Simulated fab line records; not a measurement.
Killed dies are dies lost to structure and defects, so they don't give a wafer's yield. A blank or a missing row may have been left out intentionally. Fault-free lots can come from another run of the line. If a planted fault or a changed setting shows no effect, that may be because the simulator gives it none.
Struck lot and sound lot, side by side / flow gf180mcu / 16 out of 602 route steps
Sound: wafers L107.1, L107.5, L107.6. Struck: wafer L117.4. (L117.5, L117.6 of the same lot were not struck and are left out.) The cause comes at the end.
Order at every step that has rows: each side's tool, ch and its chambers, its first start. Under that, the readings that differ: sound wafers / struck wafers / difference of the means / sigmas: that difference in standard deviations of wafers without a fault.
alike: same words and numbers on both sides, and readings whose means sit less than 2 such deviations apart. not compared: any withheld reading, any reading some wafer has no value for, any bound like >300 that may hide the same value, and any number with overlapping values for which the record gives no deviation.
Wherever a step has rows on one side only, a row that says differs or no value, or a row with sigmas, the two part there. When numbers do not overlap yet have no deviation, they are printed without sigmas and do not part them. A reading that every wafer of one side lacks parts them only if that side has two wafers or more.

GF_CONTACT_BOW_MEAS_05:
  sound on film-metro-01, day 17 00:32; struck on film-metro-01, day 20 09:19
  alike: CONTACT_BOW
then, 8 steps without rows for these wafers: GF_CONTACT_DEHYDRATE_06 (time 60 s); GF_CONTACT_HMDS_07 (prime time 60 s); GF_CONTACT_COAT_08; GF_CONTACT_COAT_09 (resist thk 1000 nm); GF_CONTACT_SOFTBAKE_10 (time 60 s); GF_CONTACT_EXPOSE_11 (exposes mask Contact, target cd 220 nm); GF_CONTACT_PEB_12 (peb time 90 s); GF_CONTACT_DEVELOP_13 (develop time 60 s).
GF_CONTACT_CD_MEAS_14: the cd target is 220 nm.
  sound on cd-sem-01, day 18 00:13; struck on cd-sem-02, day 21 09:08
  alike: cd-nm
GF_CONTACT_OVL_MEAS_15:
  sound on overlay-01, day 18 00:20; struck on overlay-02, day 21 09:13
  alike: CONTACT_OVL
GF_CONTACT_ETCH_16: etches BARC in N2/H2.
  sound on rie-diel-02 ch 2,3, day 18 00:22; struck on rie-diel-02 ch 0, day 21 09:14
  alike: drypump-motor-current-A, oes-product-au, throttle-valve-pct
GF_CONTACT_ETCH_17: etches SiO2 in C4F8/O2/Ar, stops on CoSi2, target depth 860 nm.
  sound on rie-diel-02 ch 2,3, day 18 00:00; struck on rie-diel-02 ch 0, day 21 09:00
reading=oes-product-au (a.u.); sound=0.817 0.819 0.812; struck=0.785; difference=-0.031; sigmas=-7
reading=model.etch.depth-nm (nm); sound=861.9 864.5 860.9; struck=800.9; difference=-61.5; sigmas=
reading=model.CONTACT.feature-depth-nm (nm); sound=861.9 864.5 860.9; struck=800.9; difference=-61.5; sigmas=
reading=model.CONTACT.cd-nm (nm); sound=218.9 218.9 219; struck=217.1; difference=-1.8; sigmas=
GF_CONTACT_STRIP_18: strips in O2/N2.
  sound on plasma-asher-04 ch 0,1, day 18 00:32; struck on plasma-asher-04 ch 0, day 21 09:26
reading=oes-product-au (a.u.); sound=0.579 0.572 0.574; struck=0.602; difference=+0.027; sigmas=+6
  alike: drypump-motor-current-A, heater-power-w
  not compared: rf-hours-counter-h
then, 1 step without rows for these wafers: GF_CONTACT_CLEAN_19 (cleans in SPM).
-- the record jumps here: 12 days lie between the struck wafers' starts before and after (it left off in module CONTACT and takes up again in module PASSIVATION, whose first step shown is number 602 of the route) --
GF_PASSIVATION_PROBE_99:
  the record has rows for the struck wafers here (prober-01, day 33 03:41) and none for the sound ones

## WHERE THEY PART
Earliest at GF_CONTACT_ETCH_17; latest, in this record, at GF_PASSIVATION_PROBE_99.

WHY: what the simulator had put in
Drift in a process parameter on rie-diel-02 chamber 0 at GF_CONTACT_ETCH_17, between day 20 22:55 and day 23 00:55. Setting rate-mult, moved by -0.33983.
